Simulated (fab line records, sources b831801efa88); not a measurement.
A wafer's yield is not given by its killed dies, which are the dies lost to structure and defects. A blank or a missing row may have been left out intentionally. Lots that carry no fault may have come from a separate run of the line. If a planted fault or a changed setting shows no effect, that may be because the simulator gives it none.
Commonality check across tools | flow sky130 | Lots sampled 10, wafers sampled 30

== WHAT PROMPTED THE OPENING ==
SKY_PASSIVATION_THK_MEAS_03, reading PASSIVATION_CVD_02_THK: flagged on 2 of 10 lots. No-fault wafers: 538 nm, standard deviation 6.1.
Rule: a lot gets a flag if all its wafers with a number sit over 4 standard deviations from that mean, or if no wafer of it has a number. The rest of the lots are taken to be sound.

lot  | measured     | on            | PASSIVATION_CVD_02_THK (nm), wafer by wafer | flag
L109 | day 44 01:31 | film_metro-01 | 534 550 545                                 |
L112 | day 44 15:23 | film_metro-04 | 528 537 538                                 |
L113 | day 44 23:37 | film_metro-04 | 537 532 534                                 |
L116 | day 46 06:01 | film_metro-01 | 534 536 539                                 |
L117 | day 46 06:37 | film_metro-04 | 528 526 536                                 |
L119 | day 46 09:08 | film_metro-04 | 493 491 496                                 | FLAGGED
L120 | day 46 18:10 | film_metro-01 | 493 502 505                                 | FLAGGED
L125 | day 47 22:16 | film_metro-02 | 532 529 542                                 |
L128 | day 48 12:54 | film_metro-04 | 540 536 539                                 |
L129 | day 48 17:55 | film_metro-01 | 534 532 543                                 |
On average the flagged lots' numbers are 497 nm, which is -41 nm against the usual, or -7 standard deviations.

== LOT BY LOT: THE TOOL USED ==
The record holds 2 process steps before the reading, out of a route of 708 steps. Every cell lists first the tool, next ch and the chambers used by the sampled wafers, and last the start.
lot  | flag    | SKY_METAL5_DESCUM_14              | SKY_PASSIVATION_CVD_02
L109 |         | rie_metal-03 ch 0,1, day 44 00:18 | pecvd-02 ch 0,1, day 44 01:16
L112 |         | rie_metal-03 ch 0, day 44 13:55   | pecvd-03 ch 0,1,2, day 44 15:09
L113 |         | rie_metal-03 ch 0,1, day 44 22:27 | pecvd-04 ch 0,1,2, day 44 23:24
L116 |         | rie_metal-04 ch 0,1, day 46 04:48 | pecvd-03 ch 1,2, day 46 05:47
L117 |         | rie_metal-02 ch 1, day 46 05:07   | pecvd-03 ch 0,1,2, day 46 06:23
L119 | FLAGGED | rie_metal-04 ch 0,1, day 46 07:53 | pecvd-03 ch 0,1, day 46 08:55
L120 | FLAGGED | rie_metal-03 ch 0,1, day 46 16:26 | pecvd-03 ch 0,1,2, day 46 17:56
L125 |         | rie_metal-02 ch 0,1, day 47 21:05 | pecvd-02 ch 0,1, day 47 22:02
L128 |         | rie_metal-04 ch 0,1, day 48 11:44 | pecvd-04 ch 0,1,2, day 48 12:41
L129 |         | rie_metal-03 ch 0,1, day 48 16:44 | pecvd-02 ch 1,2, day 48 17:41
What these steps do:
- SKY_METAL5_DESCUM_14: chemistry O2, time 11 s.
- SKY_PASSIVATION_CVD_02: deposits Si3N4, target thk 540 nm.
- SKY_PASSIVATION_THK_MEAS_03

== FLAGGED AGAINST TOTAL, ONE TOOL AT A TIME (gauges that did the reading follow at the end) ==
step                        | tool          | lots run | flagged | share of the flagged lots | sound lots run after its first flagged lot
SKY_METAL5_DESCUM_14        | rie_metal-02  | 2        | 0       | none                      | -
SKY_METAL5_DESCUM_14        | rie_metal-03  | 5        | 1       | some                      | 1 (L129)
SKY_METAL5_DESCUM_14        | rie_metal-04  | 3        | 1       | some                      | 1 (L128)
SKY_PASSIVATION_CVD_02      | pecvd-02      | 3        | 0       | none                      | -
SKY_PASSIVATION_CVD_02      | pecvd-03      | 5        | 2       | all                       | 0
SKY_PASSIVATION_CVD_02      | pecvd-04      | 2        | 0       | none                      | -
SKY_PASSIVATION_THK_MEAS_03 | film_metro-01 | 4        | 1       | some                      | 1 (L129)
SKY_PASSIVATION_THK_MEAS_03 | film_metro-02 | 1        | 0       | none                      | -
SKY_PASSIVATION_THK_MEAS_03 | film_metro-04 | 5        | 1       | some                      | 1 (L128)

== WHAT IS ALLOWED BY THE TABLE ==
In the table, 1 row covers all flagged lots: pecvd-03 at SKY_PASSIVATION_CVD_02.
- pecvd-03 at SKY_PASSIVATION_CVD_02: 2 of its 5 lots flagged. A fault beginning between L117 (day 46 06:23), its last sound lot, and L119 (day 46 08:55), its first flagged one, fits the data.
Just one tool remains: pecvd-03 at SKY_PASSIVATION_CVD_02.

== WHAT HAD BEEN PUT IN BY THE SIMULATOR ==
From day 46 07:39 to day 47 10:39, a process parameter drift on pecvd-03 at SKY_PASSIVATION_CVD_02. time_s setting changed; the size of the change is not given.
Shown lots that were struck: L119, L120. This agrees with what the rule above found.
